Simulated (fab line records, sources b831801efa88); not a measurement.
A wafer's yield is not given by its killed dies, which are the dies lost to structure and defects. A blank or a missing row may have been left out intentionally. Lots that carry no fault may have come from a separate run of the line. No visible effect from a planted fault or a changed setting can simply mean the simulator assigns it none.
fab line records	flow sky130	part 1 of 2: steps 1 to 30 of 44
record lots=5	wafers=15	last-day=50
route steps=708 shown VT_ADJUST_LVTN@101 VT_ADJUST_NCORE@119 VT_ADJUST_HVTR@131 VT_ADJUST_PCH@143
lots untouched by any fault: they come from a run of this same line in which no faults occurred
start-h: the number of hours between the record's first day and the start of the first shown wafer of the lot	wait-h: hours elapsed since this lot's preceding step	" same as the row above	L1.1+2: several wafers, shown together as one row	- value missing, or start not given	* or withheld: withheld	< > ~ a bound
route shown NAME@n: a module of which the file shows steps, and the number in the route of the first	usual: the fault-free wafers' mean and standard deviation	same: alike in all rows	chamber/n: place in a boat	sites: the reading at each site	_std_site: their standard deviation	_edge_site: outer sites' mean less inner sites'	radius-mm: how far each site lies from the wafer's centre	mask NAME#n: copy n	behind: the last tool/chamber to shape the wafer	hold: the reason the lot was held/the length of the hold in hours/how it ended	device: whichever transistor did not switch (one of n, p or np)	end of line: tests of these same wafers at the route's end	where a step has no rows: the recipe by itself	killed: the dies lost at the first sort to structure and to defects; this is not the yield of the wafer	map: shows each die of a wafer: x if killed, . if not, _ if none is there
set.NAME: the setting as run; set.NAME@STEP: as run at that earlier step	model.NAME: the simulator's own value behind a step, which no gauge read
lots seen at some steps along the route; tables by step, rows by wafer
services: when a tool's chamber went out of use (start-h, in hours from the record's first day, below 0 if earlier), for how many hours, and the reason
## steps
# step SKY_VT_ADJUST_LVTN_EXPOSE_04
# recipe mask-id=NWM_COMPLEMENT_LESS_NATIVE	na=0.6	source-shape=conventional	sigma-outer=0.6	polarization=unpolarized	target-cd-nm=840	dose-mj=194
# usual focus-offset-nm=0.1/0.51
lot.wafer	tool	chamber	start-h	wait-h	mask	focus-offset-nm
L078.1	iline-stepper-02	0	-	-	NWM_COMPLEMENT_LESS_NATIVE#0	-0.1
L078.3	"	0	"	"	NWM_COMPLEMENT_LESS_NATIVE#0	0.1
L078.4	"	0	"	"	NWM_COMPLEMENT_LESS_NATIVE#0	-0.3
L079.2	iline-stepper-01	0	-	-	NWM_COMPLEMENT_LESS_NATIVE#0	0.1
L079.4	"	0	"	"	NWM_COMPLEMENT_LESS_NATIVE#0	0.1
L079.5	"	0	"	"	NWM_COMPLEMENT_LESS_NATIVE#0	-0.2
L081.1	iline-stepper-02	0	-	-	NWM_COMPLEMENT_LESS_NATIVE#0	0.5
L081.3	"	0	"	"	NWM_COMPLEMENT_LESS_NATIVE#0	0.4
L081.6	"	0	"	"	NWM_COMPLEMENT_LESS_NATIVE#0	0.9
L085.2	iline-stepper-01	0	-	-	NWM_COMPLEMENT_LESS_NATIVE#0	0.1
L085.5	"	0	"	"	NWM_COMPLEMENT_LESS_NATIVE#0	-0.1
L085.6	"	0	"	"	NWM_COMPLEMENT_LESS_NATIVE#0	0.1
L094.2	iline-stepper-02	0	-	-	NWM_COMPLEMENT_LESS_NATIVE#0	-0.7
L094.3	"	0	"	"	NWM_COMPLEMENT_LESS_NATIVE#0	-0.4
L094.4	"	0	"	"	NWM_COMPLEMENT_LESS_NATIVE#0	-0.2
# step SKY_VT_ADJUST_LVTN_PEB_05
# recipe temp-c=115	time-s=withheld
lot.wafer	tool	chamber	start-h	wait-h
L078.1+3+4	litho-track-04	0	-	-
L079.2+4+5	litho-track-01	0	-	-
L081.1+3+6	litho-track-04	0	-	-
L085.2+5+6	litho-track-02	0	-	-
L094.2+3+4	litho-track-01	0	-	-
# step SKY_VT_ADJUST_LVTN_DEVELOP_06
# recipe wall-angle-deg=90	developer=TMAH	develop-time-s=60	dev-temp-c=23
lot.wafer	tool	chamber	start-h	wait-h
L078.1+3+4	litho-track-04	0	-	-
L079.2+4+5	litho-track-01	0	-	-
L081.1+3+6	litho-track-04	0	-	-
L085.2+5+6	litho-track-02	0	-	-
L094.2+3+4	litho-track-01	0	-	-
# step SKY_VT_ADJUST_LVTN_OVL_MEAS_07
# usual VT_ADJUST_LVTN_OVL=0.2/1.6
lot.wafer	tool	chamber	start-h	wait-h	VT_ADJUST_LVTN_OVL[nm]
L078.1	overlay-02	-	165.86	-	1.9
L078.3	"	-	"	"	0.0
L078.4	"	-	"	"	1.4
L079.2	overlay-01	-	185.43	-	2.2
L079.4	"	-	"	"	1.4
L079.5	"	-	"	"	0.5
L081.1	overlay-01	-	188.61	-	-1.2
L081.3	"	-	"	"	-1.6
L081.6	"	-	"	"	1.1
L085.2	overlay-01	-	210.54	-	0.2
L085.5	"	-	"	"	1.6
L085.6	"	-	"	"	1.4
L094.2	overlay-01	-	283.18	-	-0.3
L094.3	"	-	"	"	0.6
L094.4	"	-	"	"	-0.2
# step SKY_VT_ADJUST_LVTN_IMPLANT_08
# recipe species=B	energy-kev=30	dose-cm2=1.57e+12	tilt-deg=withheld
lot.wafer	tool	chamber	start-h	wait-h
L078.1+3+4	implanter-01	0	165.90	0.0
L079.2+4+5	implanter-03	0	185.49	0.0
L081.1+3+6	implanter-04	0	188.65	0.0
L085.2+5+6	implanter-03	0	210.60	0.0
L094.2+3+4	implanter-04	0	283.24	0.0
# step SKY_VT_ADJUST_LVTN_STRIP_09
# recipe chemistry=O2/N2	power-w=1400	pressure-mtorr=1500	platen-temp-c=withheld	o2-flow-sccm=3000	n2-flow-sccm=300	overash-fraction=0.5
# usual drypump-motor-current-A=5.4/0.42	oes-product-au=0.722/0.0044	strip-time-to-endpoint-s=36.91/0.088
lot.wafer	tool	chamber	start-h	wait-h	drypump-motor-current-A	oes-product-au	rf-hours-counter-h	strip-time-to-endpoint-s
L078.1	plasma-asher-03	0	166.05	0.1	5.5	0.718	34	36.92
L078.3	"	0	"	"	5.5	0.725	-	36.89
L078.4	"	1	"	"	5.7	0.722	-	36.99
L079.2	plasma-asher-01	1	185.61	0.1	5.3	0.724	51	37.00
L079.4	"	0	"	"	4.8	0.728	-	36.98
L079.5	"	1	"	"	5.3	0.730	-	37.06
L081.1	plasma-asher-03	1	188.80	0.1	5.8	0.719	37	36.93
L081.3	"	0	"	"	5.5	0.723	-	36.91
L081.6	"	1	"	"	5.8	0.729	-	36.97
L085.2	plasma-asher-03	0	210.72	0.1	5.5	0.723	39	37.00
L085.5	"	1	"	"	5.8	0.731	-	36.86
L085.6	"	0	"	"	5.5	0.726	-	36.99
L094.2	plasma-asher-03	1	283.36	0.1	5.7	0.723	46	36.97
L094.3	"	1	"	"	5.7	0.716	-	36.99
L094.4	"	0	"	"	5.5	0.719	-	36.95
# step SKY_VT_ADJUST_LVTN_TW_MEAS_10
# usual VT_ADJUST_LVTN_TW=242.3/1.3
lot.wafer	tool	chamber	start-h	wait-h	VT_ADJUST_LVTN_TW
L078.1	film-metro-02	-	166.15	0.1	241.4
L078.3	"	-	"	"	242.8
L078.4	"	-	"	"	241.5
L079.2	film-metro-02	-	185.72	0.1	242.5
L079.4	"	-	"	"	243.5
L079.5	"	-	"	"	241.0
L081.1	film-metro-02	-	188.90	0.1	242.9
L081.3	"	-	"	"	243.2
L081.6	"	-	"	"	243.7
L085.2	film-metro-01	-	210.83	0.1	243.4
L085.5	"	-	"	"	241.7
L085.6	"	-	"	"	243.5
L094.2	film-metro-01	-	283.47	0.1	243.8
L094.3	"	-	"	"	241.9
L094.4	"	-	"	"	242.2
# step SKY_VT_ADJUST_LVTN_DEHYDRATE_11
# recipe temp-c=200	time-s=60
lot.wafer	tool	chamber	start-h	wait-h
L078.1+3+4	litho-track-02	0	175.19	9.0
L079.2+4+5	litho-track-02	0	195.61	9.9
L081.1+3+6	litho-track-02	0	198.69	9.8
L085.2+5+6	litho-track-04	0	221.29	10.4
L094.2+3+4	litho-track-04	0	295.84	12.4
# step SKY_VT_ADJUST_LVTN_HMDS_12
# recipe prime-time-s=60	prime-temp-c=120
# same prime-time-s=60
lot.wafer	tool	chamber	start-h	wait-h
L078.1+3+4	litho-track-02	0	175.34	0.1
L079.2+4+5	litho-track-02	0	195.76	0.1
L081.1+3+6	litho-track-02	0	198.84	0.1
L085.2+5+6	litho-track-04	0	221.44	0.1
L094.2+3+4	litho-track-04	0	295.99	0.1
# step SKY_VT_ADJUST_LVTN_COAT_13
# recipe resist=NOVOLAK	spin-rpm=3000	resist-thk-nm=1140
lot.wafer	tool	chamber	start-h	wait-h
L078.1+3+4	litho-track-02	0	175.49	0.1
L079.2+4+5	litho-track-02	0	195.91	0.1
L081.1+3+6	litho-track-02	0	198.99	0.1
L085.2+5+6	litho-track-04	0	221.59	0.1
L094.2+3+4	litho-track-04	0	296.14	0.1
# step SKY_VT_ADJUST_LVTN_SOFTBAKE_14
# recipe temp-c=90	time-s=60	resist=NOVOLAK
lot.wafer	tool	chamber	start-h	wait-h
L078.1+3+4	litho-track-02	0	175.64	0.1
L079.2+4+5	litho-track-02	0	196.06	0.1
L081.1+3+6	litho-track-02	0	199.14	0.1
L085.2+5+6	litho-track-04	0	221.74	0.1
L094.2+3+4	litho-track-04	0	296.29	0.1
# step SKY_VT_ADJUST_LVTN_EXPOSE_15
# recipe mask-id=HVN_STD_DERIVED	na=0.6	source-shape=conventional	sigma-outer=0.6	polarization=unpolarized	target-cd-nm=600	dose-mj=163
# usual focus-offset-nm=0.1/0.45
lot.wafer	tool	chamber	start-h	wait-h	mask	focus-offset-nm
L078.1	iline-stepper-01	0	-	-	HVN_STD_DERIVED#0	-0.1
L078.3	"	0	"	"	HVN_STD_DERIVED#0	-0.5
L078.4	"	0	"	"	HVN_STD_DERIVED#0	-0.1
L079.2	iline-stepper-01	0	-	-	HVN_STD_DERIVED#0	-0.1
L079.4	"	0	"	"	HVN_STD_DERIVED#0	-0.3
L079.5	"	0	"	"	HVN_STD_DERIVED#0	-0.5
L081.1	iline-stepper-01	0	-	-	HVN_STD_DERIVED#0	0.8
L081.3	"	0	"	"	HVN_STD_DERIVED#0	-0.3
L081.6	"	0	"	"	HVN_STD_DERIVED#0	0.0
L085.2	iline-stepper-01	0	-	-	HVN_STD_DERIVED#0	0.0
L085.5	"	0	"	"	HVN_STD_DERIVED#0	-0.7
L085.6	"	0	"	"	HVN_STD_DERIVED#0	-0.9
L094.2	iline-stepper-02	0	-	-	HVN_STD_DERIVED#0	0.7
L094.3	"	0	"	"	HVN_STD_DERIVED#0	0.2
L094.4	"	0	"	"	HVN_STD_DERIVED#0	-0.3
# step SKY_VT_ADJUST_LVTN_PEB_16
# recipe temp-c=withheld	time-s=*	resist=NOVOLAK
lot.wafer	tool	chamber	start-h	wait-h
L078.1+3+4	litho-track-02	0	-	-
L079.2+4+5	litho-track-04	0	-	-
L081.1+3+6	litho-track-01	0	-	-
L085.2+5+6	litho-track-02	0	-	-
L094.2+3+4	litho-track-02	0	-	-
# step SKY_VT_ADJUST_LVTN_DEVELOP_17
# recipe resist=NOVOLAK	developer=TMAH	develop-time-s=60	dev-temp-c=23
lot.wafer	tool	chamber	start-h	wait-h
L078.1+3+4	litho-track-02	0	185.74	0.1
L079.2+4+5	litho-track-04	0	206.14	0.1
L081.1+3+6	litho-track-01	0	209.13	0.1
L085.2+5+6	litho-track-02	0	233.21	0.1
L094.2+3+4	litho-track-02	0	308.36	0.1
# step SKY_VT_ADJUST_LVTN_OVL_MEAS_18
# usual VT_ADJUST_LVTN_01_OVL=-0.8/1.5
lot.wafer	tool	chamber	start-h	wait-h	VT_ADJUST_LVTN_01_OVL[nm]
L078.1	overlay-01	-	185.89	0.1	-1.4
L078.3	"	-	"	"	-2.4
L078.4	"	-	"	"	-1.7
L079.2	overlay-02	-	206.27	0.1	-1.7
L079.4	"	-	"	"	-1.0
L079.5	"	-	"	"	-1.3
L081.1	overlay-02	-	209.28	0.1	-0.1
L081.3	"	-	"	"	0.3
L081.6	"	-	"	"	0.3
L085.2	overlay-01	-	233.34	0.1	-2.3
L085.5	"	-	"	"	-3.8
L085.6	"	-	"	"	-2.5
L094.2	overlay-01	-	308.49	0.1	2.3
L094.3	"	-	"	"	1.8
L094.4	"	-	"	"	2.3
# step SKY_VT_ADJUST_LVTN_IMPLANT_19
# recipe species=B	energy-kev=30	dose-cm2=6.5e+11	tilt-deg=withheld
lot.wafer	tool	chamber	start-h	wait-h
L078.1+3+4	implanter-03	0	185.92	0.0
L079.2+4+5	implanter-04	0	206.32	0.0
L081.1+3+6	implanter-03	0	209.31	0.0
L085.2+5+6	implanter-04	0	233.40	0.0
L094.2+3+4	implanter-04	0	309.45	0.9
# step SKY_VT_ADJUST_LVTN_STRIP_20
# recipe chemistry=O2/N2	power-w=1400	pressure-mtorr=1500	platen-temp-c=withheld	o2-flow-sccm=3000	n2-flow-sccm=300	overash-fraction=0.5
# usual drypump-motor-current-A=5.5/0.37	oes-product-au=0.715/0.0045	strip-time-to-endpoint-s=14.16/0.042
lot.wafer	tool	chamber	start-h	wait-h	drypump-motor-current-A	oes-product-au	rf-hours-counter-h	strip-time-to-endpoint-s
L078.1	plasma-asher-03	0	186.07	0.1	5.5	0.715	36	14.20
L078.3	"	1	"	"	5.8	0.712	-	14.16
L078.4	"	0	"	"	5.6	0.717	-	14.16
L079.2	plasma-asher-03	1	206.45	0.1	5.8	0.710	38	14.20
L079.4	"	1	"	"	5.7	0.709	-	14.16
L079.5	"	0	"	"	5.5	0.719	-	14.14
L081.1	plasma-asher-03	0	209.46	0.1	5.5	0.720	39	14.22
L081.3	"	1	"	"	5.7	0.726	-	14.16
L081.6	"	1	"	"	5.7	0.718	-	14.14
L085.2	plasma-asher-03	0	233.52	0.1	5.5	0.718	41	14.18
L085.5	"	0	"	"	5.5	0.713	-	14.22
L085.6	"	1	"	"	5.8	0.721	-	14.21
L094.2	plasma-asher-01	0	309.57	0.1	4.8	0.709	63	14.15
L094.3	"	1	"	"	5.3	0.717	-	14.14
L094.4	"	0	"	"	4.9	0.709	-	14.14
# step SKY_VT_ADJUST_LVTN_TW_MEAS_21
# usual VT_ADJUST_LVTN_2_TW=188.3/1.1
lot.wafer	tool	chamber	start-h	wait-h	VT_ADJUST_LVTN_2_TW
L078.1	film-metro-03	-	186.17	0.1	188.4
L078.3	"	-	"	"	188.3
L078.4	"	-	"	"	187.9
L079.2	film-metro-03	-	206.56	0.1	187.7
L079.4	"	-	"	"	187.7
L079.5	"	-	"	"	188.0
L081.1	film-metro-02	-	209.56	0.1	188.3
L081.3	"	-	"	"	188.0
L081.6	"	-	"	"	188.2
L085.2	film-metro-03	-	233.63	0.1	188.0
L085.5	"	-	"	"	188.7
L085.6	"	-	"	"	187.4
L094.2	film-metro-02	-	309.68	0.1	188.8
L094.3	"	-	"	"	188.7
L094.4	"	-	"	"	188.4
# step SKY_VT_ADJUST_NCORE_DEHYDRATE_00
# recipe temp-c=200	time-s=60
lot.wafer	tool	chamber	start-h	wait-h
L078.1+3+4	litho-track-02	0	196.19	10.0
L079.2+4+5	litho-track-02	0	217.01	10.4
L081.1+3+6	litho-track-02	0	219.94	10.4
L085.2+5+6	litho-track-01	0	245.35	11.7
L094.2+3+4	litho-track-02	0	322.01	12.3
# step SKY_VT_ADJUST_NCORE_HMDS_01
# recipe prime-time-s=60	prime-temp-c=120
# same prime-time-s=60
lot.wafer	tool	chamber	start-h	wait-h
L078.1+3+4	litho-track-02	0	196.34	0.1
L079.2+4+5	litho-track-02	0	217.16	0.1
L081.1+3+6	litho-track-02	0	220.09	0.1
L085.2+5+6	litho-track-01	0	245.50	0.1
L094.2+3+4	litho-track-02	0	322.16	0.1
# step SKY_VT_ADJUST_NCORE_COAT_02
# recipe resist=NOVOLAK	spin-rpm=3000	resist-thk-nm=1140
lot.wafer	tool	chamber	start-h	wait-h
L078.1+3+4	litho-track-02	0	196.49	0.1
L079.2+4+5	litho-track-02	0	217.31	0.1
L081.1+3+6	litho-track-02	0	220.24	0.1
L085.2+5+6	litho-track-01	0	245.65	0.1
L094.2+3+4	litho-track-02	0	322.31	0.1
# step SKY_VT_ADJUST_NCORE_SOFTBAKE_03
# recipe temp-c=90	time-s=60	resist=NOVOLAK
lot.wafer	tool	chamber	start-h	wait-h
L078.1+3+4	litho-track-02	0	196.64	0.1
L079.2+4+5	litho-track-02	0	217.46	0.1
L081.1+3+6	litho-track-02	0	220.39	0.1
L085.2+5+6	litho-track-01	0	245.80	0.1
L094.2+3+4	litho-track-02	0	322.46	0.1
# step SKY_VT_ADJUST_NCORE_EXPOSE_04
# recipe mask-id=LVTN_COMPLEMENT_THIN	na=0.6	source-shape=conventional	sigma-outer=0.6	polarization=unpolarized	target-cd-nm=380	dose-mj=139
# usual focus-offset-nm=0.1/0.55
lot.wafer	tool	chamber	start-h	wait-h	mask	focus-offset-nm
L078.1	iline-stepper-01	0	-	-	LVTN_COMPLEMENT_THIN#0	0.8
L078.3	"	0	"	"	LVTN_COMPLEMENT_THIN#0	0.9
L078.4	"	0	"	"	LVTN_COMPLEMENT_THIN#0	0.5
L079.2	iline-stepper-02	0	-	-	LVTN_COMPLEMENT_THIN#0	0.1
L079.4	"	0	"	"	LVTN_COMPLEMENT_THIN#0	-1.1
L079.5	"	0	"	"	LVTN_COMPLEMENT_THIN#0	-0.2
L081.1	iline-stepper-01	0	-	-	LVTN_COMPLEMENT_THIN#0	0.6
L081.3	"	0	"	"	LVTN_COMPLEMENT_THIN#0	1.2
L081.6	"	0	"	"	LVTN_COMPLEMENT_THIN#0	0.7
L085.2	iline-stepper-01	0	-	-	LVTN_COMPLEMENT_THIN#0	-1.1
L085.5	"	0	"	"	LVTN_COMPLEMENT_THIN#0	-0.8
L085.6	"	0	"	"	LVTN_COMPLEMENT_THIN#0	-0.8
L094.2	iline-stepper-01	0	-	-	LVTN_COMPLEMENT_THIN#0	-0.2
L094.3	"	0	"	"	LVTN_COMPLEMENT_THIN#0	-0.4
L094.4	"	0	"	"	LVTN_COMPLEMENT_THIN#0	-0.5
# step SKY_VT_ADJUST_NCORE_PEB_05
# recipe temp-c=withheld	time-s=*	resist=NOVOLAK
lot.wafer	tool	chamber	start-h	wait-h
L078.1+3+4	litho-track-03	0	-	-
L079.2+4+5	litho-track-01	0	-	-
L081.1+3+6	litho-track-01	0	-	-
L085.2+5+6	litho-track-02	0	-	-
L094.2+3+4	litho-track-03	0	-	-
# step SKY_VT_ADJUST_NCORE_DEVELOP_06
# recipe resist=NOVOLAK	developer=TMAH	develop-time-s=60	dev-temp-c=23
lot.wafer	tool	chamber	start-h	wait-h
L078.1+3+4	litho-track-03	0	206.69	0.1
L079.2+4+5	litho-track-01	0	228.35	0.1
L081.1+3+6	litho-track-01	0	231.78	0.1
L085.2+5+6	litho-track-02	0	257.46	0.1
L094.2+3+4	litho-track-03	0	335.41	0.1
# step SKY_VT_ADJUST_NCORE_CD_MEAS_07
# recipe target-cd-nm=380
# usual cd-nm=379.5/2.3
lot.wafer	tool	chamber	start-h	wait-h	cd-nm
L078.1	cd-sem-01	-	206.84	0.1	380.3
L078.3	"	-	"	"	378.1
L078.4	"	-	"	"	380.4
L079.2	cd-sem-02	-	228.50	0.1	380.2
L079.4	"	-	"	"	381.2
L079.5	"	-	"	"	380.8
L081.1	cd-sem-02	-	231.93	0.1	383.3
L081.3	"	-	"	"	382.8
L081.6	"	-	"	"	378.9
L085.2	cd-sem-02	-	257.61	0.1	375.2
L085.5	"	-	"	"	374.3
L085.6	"	-	"	"	374.9
L094.2	cd-sem-01	-	335.56	0.1	378.0
L094.3	"	-	"	"	379.7
L094.4	"	-	"	"	380.0
# step SKY_VT_ADJUST_NCORE_OVL_MEAS_08
# usual VT_ADJUST_NCORE_OVL=1.0/1.6
lot.wafer	tool	chamber	start-h	wait-h	VT_ADJUST_NCORE_OVL[nm]
L078.1	overlay-02	-	206.96	0.1	2.2
L078.3	"	-	"	"	2.9
L078.4	"	-	"	"	1.1
L079.2	overlay-02	-	228.60	0.1	1.5
L079.4	"	-	"	"	0.3
L079.5	"	-	"	"	1.8
L081.1	overlay-01	-	232.05	0.1	2.9
L081.3	"	-	"	"	3.7
L081.6	"	-	"	"	3.5
L085.2	overlay-02	-	257.71	0.1	2.7
L085.5	"	-	"	"	2.1
L085.6	"	-	"	"	2.1
L094.2	overlay-02	-	335.66	0.1	2.6
L094.3	"	-	"	"	2.2
L094.4	"	-	"	"	1.8
# step SKY_VT_ADJUST_NCORE_IMPLANT_09
# recipe species=B	energy-kev=10	dose-cm2=2.4e+12	tilt-deg=withheld
lot.wafer	tool	chamber	start-h	wait-h
L078.1+3+4	implanter-03	0	206.99	0.0
L079.2+4+5	implanter-03	0	228.66	0.0
L081.1+3+6	implanter-03	0	232.08	0.0
L085.2+5+6	implanter-03	0	257.77	0.0
L094.2+3+4	implanter-04	0	335.72	0.0
# step SKY_VT_ADJUST_NCORE_STRIP_10
# recipe chemistry=O2/N2	power-w=1400	pressure-mtorr=1500	platen-temp-c=withheld	o2-flow-sccm=3000	n2-flow-sccm=300	overash-fraction=0.5
# usual drypump-motor-current-A=5.5/0.48	oes-product-au=0.716/0.0042	strip-time-to-endpoint-s=14.18/0.039
lot.wafer	tool	chamber	start-h	wait-h	drypump-motor-current-A	oes-product-au	rf-hours-counter-h	strip-time-to-endpoint-s
L078.1	plasma-asher-02	0	207.14	0.1	4.9	0.719	9	14.17
L078.3	"	1	"	"	5.6	0.715	-	14.18
L078.4	"	0	"	"	4.9	0.723	-	14.15
L079.2	plasma-asher-04	1	228.78	0.1	6.0	0.709	56	14.23
L079.4	"	0	"	"	6.1	0.712	-	14.19
L079.5	"	0	"	"	6.1	0.718	-	14.16
L081.1	plasma-asher-04	0	232.23	0.1	6.1	0.718	56	14.18
L081.3	"	0	"	"	6.1	0.724	-	14.22
L081.6	"	1	"	"	6.0	0.710	-	14.14
L085.2	plasma-asher-04	1	257.89	0.1	6.0	0.719	57	14.20
L085.5	"	1	"	"	6.0	0.712	-	14.22
L085.6	"	0	"	"	6.1	0.714	-	14.16
L094.2	plasma-asher-01	0	335.84	0.1	4.8	0.712	66	14.23
L094.3	"	0	"	"	4.8	0.712	-	14.22
L094.4	"	1	"	"	5.3	0.720	-	14.20
# step SKY_VT_ADJUST_NCORE_TW_MEAS_11
# usual VT_ADJUST_NCORE_TW=219.4/1.3
lot.wafer	tool	chamber	start-h	wait-h	VT_ADJUST_NCORE_TW
L078.1	film-metro-03	-	207.24	0.1	218.2
L078.3	"	-	"	"	219.0
L078.4	"	-	"	"	220.1
L079.2	film-metro-01	-	228.89	0.1	220.3
L079.4	"	-	"	"	222.2
L079.5	"	-	"	"	220.6
L081.1	film-metro-01	-	232.33	0.1	221.7
L081.3	"	-	"	"	221.3
L081.6	"	-	"	"	222.8
L085.2	film-metro-01	-	258.00	0.1	219.5
L085.5	"	-	"	"	219.1
L085.6	"	-	"	"	220.3
L094.2	film-metro-03	-	335.95	0.1	217.8
L094.3	"	-	"	"	218.0
L094.4	"	-	"	"	217.6
